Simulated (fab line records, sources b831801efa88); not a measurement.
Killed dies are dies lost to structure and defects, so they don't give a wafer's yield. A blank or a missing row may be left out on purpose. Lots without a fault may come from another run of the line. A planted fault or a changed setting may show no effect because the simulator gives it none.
One fault seen from 2 desks | flow gf180mcu | each desk has only its own numbers; what lay behind them comes last

THE TOOL OWNER'S DESK: cmp-01
The tool's own readings at GF_V3_CMP_26 (polishes, stops on SiO2, t overpolish 15 s, target thk 0 nm): means of the sampled wafers that have a number, for each lot that ran on this tool. A lot is out of limits, marked OUT, if its mean lies more than 4 standard deviations from the usual mean; the brackets give that distance.
Columns: A = motor_current_A at GF_V3_CMP_26, usual 10.7 A; B = overpolish_run_s at GF_V3_CMP_26, usual 15.000 s; C = slurry_filter_dp_kPa at GF_V3_CMP_26, usual 13.50 kPa; D = time_to_endpoint_s at GF_V3_CMP_26, usual 86 s
lot  | first seen here | A    | B      | C     | D
L757 | day 22 04:14    | 9.4  | 15.001 | 13.58 | 85
L758 | day 22 10:20    | 10.3 | 15.000 | 13.36 | 91
L759 | day 22 22:41    | 9.1  | 14.997 | 13.47 | 88
L760 | day 23 08:19    | 10.8 | 14.999 | 13.57 | 93
L762 | day 23 19:56    | 9.5  | 14.999 | 13.38 | 86
L763 | day 24 01:40    | 8.7  | 15.003 | 13.58 | 86
L771 | day 27 01:40    | 11.7 | 15.005 | 13.47 | 74
L773 | day 28 06:22    | 9.4  | 15.000 | 13.46 | 71
This desk's finding: nothing out of limits on any of the 8 lots.

THE METROLOGY DESK
What the gauges read, lot by lot, whatever tool the lot ran on: means of the sampled wafers that have a number. A lot is out of limits, marked OUT, if its mean lies more than 4 standard deviations from the usual mean; the brackets give that distance.
Columns: A = M3_ALCU_RS at GF_M3_RS_MEAS_05, usual 0.0694 ohm/sq
lot  | first seen here | A
L757 | day 20 02:50    | 0.0688
L758 | day 20 08:34    | 0.0703
L759 | day 20 21:16    | 0.0693
L760 | day 21 07:04    | 0.0690
L761 | day 21 18:34    | 0.0694
L762 | day 21 19:32    | 0.0705
L763 | day 22 01:52    | 0.0698
L767 | day 23 14:31    | 0.0691
L769 | day 24 15:43    | 0.0688
L771 | day 25 05:51    | 0.0689
L773 | day 26 11:17    | 0.0701
L776 | day 27 19:11    | 0.0708
This desk's finding: nothing out of limits on any of the 12 lots.

PUT TOGETHER
The tool owner's desk saw nothing out of limits.
The metrology desk saw nothing out of limits.

WHAT THE SIMULATOR HAD PUT IN
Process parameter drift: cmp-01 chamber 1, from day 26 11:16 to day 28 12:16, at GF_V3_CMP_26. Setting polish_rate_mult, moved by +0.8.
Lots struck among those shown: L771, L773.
